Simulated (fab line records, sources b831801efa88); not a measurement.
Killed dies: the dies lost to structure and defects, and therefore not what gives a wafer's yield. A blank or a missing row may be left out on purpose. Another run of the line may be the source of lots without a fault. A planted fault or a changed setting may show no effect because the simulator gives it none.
Which of the tools did it? | flow gf180mcu | 14 lots, 42 wafers sampled, at 3 steps of a route of 602

== WHAT EACH GAUGE READ, for each wafer ==
No reading from a measuring or inspecting step in the record can be judged against a usual standard deviation.

== EACH LOT AND THE TOOL THAT RAN IT (in order: tool; ch and the chambers of the sampled wafers; start) ==
lot  | GF_V2_PEB_12                      | GF_V2_ETCH_17                                 | GF_M3_SPUTTER_02
L664 | litho-track-01 ch 0, day 20 10:36 | rie-diel-02 ch 1,2, day 20 12:29 or earlier   | pvd-sputter-03, day 20 12:29
L666 | litho-track-04 ch 0, day 21 06:44 | rie-diel-04 ch 1,3, day 21 08:41 or earlier   | pvd-sputter-03, day 21 08:41
L668 | litho-track-04 ch 0, day 22 00:47 | rie-diel-03 ch 2,3, day 22 02:47 or earlier   | pvd-sputter-01, day 22 02:47
L669 | litho-track-01 ch 0, day 22 09:42 | rie-diel-04 ch 0,1,2, day 22 11:43 or earlier | pvd-sputter-01, day 22 11:43
L670 | litho-track-01 ch 0, day 22 16:12 | rie-diel-03 ch 0,1,3, day 22 18:24 or earlier | pvd-sputter-01, day 22 18:24
L671 | litho-track-03 ch 0, day 23 07:56 | rie-diel-04 ch 1,3, day 23 09:58 or earlier   | pvd-sputter-03, day 23 09:58
L672 | litho-track-03 ch 0, day 23 16:01 | rie-diel-02 ch 0,1,3, day 23 17:59 or earlier | pvd-sputter-01, day 23 17:59
L675 | litho-track-04 ch 0, day 24 16:11 | rie-diel-03 ch 1,2,3, day 24 18:08 or earlier | pvd-sputter-03, day 24 18:08
L681 | litho-track-04, day 26 13:14      | rie-diel-04 ch 1,2,3, no start                | -
L682 | litho-track-04, day 26 16:35      | rie-diel-02 ch 1,2, no start                  | -
L683 | litho-track-01 ch 0, day 27 04:00 | rie-diel-04 ch 0,1,2, day 27 06:01 or earlier | pvd-sputter-01, day 27 06:01
L684 | litho-track-04 ch 0, day 27 07:52 | rie-diel-03 ch 0,1,3, day 27 09:47 or earlier | pvd-sputter-01, day 27 09:47
L686 | litho-track-04 ch 0, day 27 22:25 | rie-diel-02 ch 0,1,3, day 28 00:20 or earlier | pvd-sputter-03, day 28 00:20
L687 | litho-track-03 ch 0, day 28 05:28 | rie-diel-03 ch 0,2, day 28 07:26 or earlier   | pvd-sputter-02, day 28 07:26
- GF_V2_PEB_12: peb time 90 s.
- GF_V2_ETCH_17: etches SiO2 in C4F8/O2/Ar, stops on TiN, target depth 630 nm.
- GF_M3_SPUTTER_02: material AlCu, target thk 450 nm, time 23.9 s.

== WHAT THE TOOLS THEMSELVES READ (means of the sampled wafers that have a number; where no wafer has one, the mark that the record gives instead) ==
GF_V2_PEB_12.
lot  | tool           | chill-plate-temp-C (C) | exhaust-pa (Pa) | resist-line-temp-C (C)
L664 | litho-track-01 | 22.98                  | 45.2            | 22.94
L666 | litho-track-04 | 22.99                  | 46.4            | 23.18
L668 | litho-track-04 | 22.96                  | 45.0            | 22.99
L669 | litho-track-01 | 23.13                  | 44.8            | 22.96
L670 | litho-track-01 | 22.79                  | 44.7            | 23.14
L671 | litho-track-03 | 23.02                  | 44.4            | 22.92
L672 | litho-track-03 | 23.16                  | 45.1            | 22.94
L675 | litho-track-04 | 23.03                  | 44.7            | 23.02
L681 | litho-track-04 | -                      | -               | -
L682 | litho-track-04 | -                      | -               | -
L683 | litho-track-01 | 22.94                  | 44.8            | 22.97
L684 | litho-track-04 | 23.04                  | 43.3            | 22.92
L686 | litho-track-04 | 23.02                  | 43.6            | 23.08
L687 | litho-track-03 | 23.18                  | 45.0            | 23.02

GF_V2_ETCH_17.
lot  | tool        | oes-product-au (a.u.)
L664 | rie-diel-02 | 0.860
L666 | rie-diel-04 | 0.857
L668 | rie-diel-03 | 0.855
L669 | rie-diel-04 | 0.856
L670 | rie-diel-03 | 0.859
L671 | rie-diel-04 | 0.856
L672 | rie-diel-02 | 0.853
L675 | rie-diel-03 | 0.854
L681 | rie-diel-04 | 0.863
L682 | rie-diel-02 | 0.855
L683 | rie-diel-04 | 0.854
L684 | rie-diel-03 | 0.859
L686 | rie-diel-02 | 0.851
L687 | rie-diel-03 | 0.855

GF_M3_SPUTTER_02.
lot  | tool           | throttle-valve-pct (%)
L664 | pvd-sputter-03 | 29.9
L666 | pvd-sputter-03 | 31.2
L668 | pvd-sputter-01 | 30.7
L669 | pvd-sputter-01 | 30.9
L670 | pvd-sputter-01 | 30.8
L671 | pvd-sputter-03 | 30.5
L672 | pvd-sputter-01 | 30.7
L675 | pvd-sputter-03 | 30.4
L683 | pvd-sputter-01 | 31.0
L684 | pvd-sputter-01 | 30.8
L686 | pvd-sputter-03 | 30.8
L687 | pvd-sputter-02 | 29.5

== THE ANSWER, worked out from the rows above alone ==
Rule: what is usual is taken from the lots themselves. Put in order of their means at a reading, lots are off if they are a third of the lots or fewer, leave a main group of 4 or more, and stand apart from it by a gap of 3 or more times the standard deviation of the main group's means; of several such gaps the widest counts. A main group is skipped when, at the precision printed for the reading in the tables above, its means are all equal. A lot without any number at a reading at which 4 lots or more have one is off too. Where the step has rows for the other lots, those lots are counted as sound. Order of review: gauges by route order, followed by the tools' own readings, for which a lot's mean as printed above is used. The first step at which some lot is off is used, and at that step the reading that is off furthest; a lot without a number counts as furthest.
Off: L681, L682, at GF_V2_PEB_12 (chill-plate-temp-C). Without a number there: L681, L682. The main group: mean 23.02 C, standard deviation 0.1.
If a tool, at that step or one of the process steps before it, ran each lot that is off and ran no sound lot following the first of them, it fits. None of those tried fits.

== WHAT WAS PUT IN BY THE SIMULATOR ==
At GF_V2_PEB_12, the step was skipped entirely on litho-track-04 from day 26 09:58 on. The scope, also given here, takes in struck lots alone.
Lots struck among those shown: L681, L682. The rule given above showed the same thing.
